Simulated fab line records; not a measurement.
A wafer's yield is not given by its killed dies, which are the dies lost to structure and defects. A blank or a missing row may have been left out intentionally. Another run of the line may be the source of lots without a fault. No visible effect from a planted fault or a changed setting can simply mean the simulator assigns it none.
The tool behind it: which one? ; flow gf180mcu ; 12 lots, 36 wafers sampled, at 4 steps of a route of 602

WHAT EACH GAUGE READ, for each wafer
GF_V4_CD_MEAS_14: target cd 260 nm.
lot;measured;on;cd_nm (nm)
L075;day 25 00:26;cd_sem-02;258.4 261.4 260.5
L077;day 25 21:05;cd_sem-01;260.9 261.7 259.6
L079;day 26 22:53;cd_sem-02;259.4 260.1 259.8
L081;day 27 09:07;cd_sem-01;259.6 258.8 257.9
L083;day 28 01:30;cd_sem-02;260.7 260.4 259.8
L085;day 28 07:46;cd_sem-02;257.4 257.8 258.1
L087;day 28 15:47;cd_sem-02;258.3 259.4 259.6
L089;day 29 12:49;cd_sem-01;258.8 260.3 259.4
L091;day 29 23:57;cd_sem-02;260.9 261.5 261.2
L093;day 30 17:44;cd_sem-01;260.6 260.4 259.7
L095;day 30 23:16;cd_sem-01;259.3 258.4 258.4
L097;day 31 13:02;cd_sem-01;257.2 257.6 258.6

EACH LOT AND THE TOOL THAT RAN IT (in order: tool; ch and the chambers of the sampled wafers; start)
lot;GF_M4_SPUTTER_02;GF_V4_CVD_02;GF_V4_CMP_04
L075;pvd_sputter-02, day 23 02:18;pecvd-04 ch 0,1,2, day 24 01:54;cmp-02 ch 0,2,3, day 24 02:05
L077;pvd_sputter-01, day 24 00:30;pecvd-03 ch 0,1,2, day 24 23:19;cmp-02 ch 0,3, day 24 23:26
L079;pvd_sputter-01, day 25 03:02;pecvd-02 ch 0,1,2, day 26 01:37;cmp-02 ch 1,2,3, day 26 01:44
L081;pvd_sputter-01, day 25 13:25;pecvd-04 ch 0,1,2, day 26 12:07;cmp-02 ch 0,1,2, day 26 12:20
L083;pvd_sputter-04, day 26 07:27;pecvd-04 ch 1,2, day 27 05:13;cmp-01 ch 0,1,2, day 27 05:41
L085;pvd_sputter-04, day 26 13:46;pecvd-04 ch 0,1,2, day 27 11:14;cmp-02 ch 1,2,3, day 27 11:25
L087;pvd_sputter-04, day 26 21:26;pecvd-02 ch 1,2, day 27 19:22;cmp-01 ch 0,2,3, day 27 19:29
L089;pvd_sputter-02, day 27 19:52;pecvd-03 ch 0,1,2, day 28 17:24;cmp-02 ch 0,2,3, day 28 17:32
L091;pvd_sputter-01, day 28 08:34;pecvd-02 ch 1,2, day 29 04:44;cmp-02 ch 1,3, day 29 04:52
L093;pvd_sputter-04, day 29 01:23;pecvd-04 ch 0,1,2, day 29 22:02;cmp-01 ch 0,1,3, day 29 22:20
L095;pvd_sputter-01, day 29 07:50;pecvd-03 ch 0,1,2, day 30 04:05;cmp-02 ch 0,1,2, day 30 04:20
L097;pvd_sputter-04, day 29 22:22;pecvd-04 ch 0,1, day 30 18:19;cmp-02 ch 0,1,2, day 30 18:27
- GF_M4_SPUTTER_02: material AlCu, target thk 450 nm, time 23.9 s.
- GF_V4_CVD_02: deposits SiO2 from TEOS, target thk 850 nm, time 94.851 s.
- GF_V4_CMP_04: polishes SiO2.

THE ANSWER, worked out from the rows above alone
Rule: the lots themselves supply what counts as usual. Put in order of their means at a reading, lots are off if they are a third of the lots or fewer, leave a main group of 4 or more, and stand apart from it by a gap of 3 or more times the standard deviation of the main group's means; of several such gaps the widest counts. A main group whose means are all the same, to the digits that the tables above print for the reading, isn't used. Also off: a lot with no number at a reading for which 4 or more lots have one. Where the step has rows for the other lots, those lots are counted as sound.
No lot is off on any of the readings shown, so nothing can be concluded from this.

WHAT HAD BEEN PUT IN BY THE SIMULATOR
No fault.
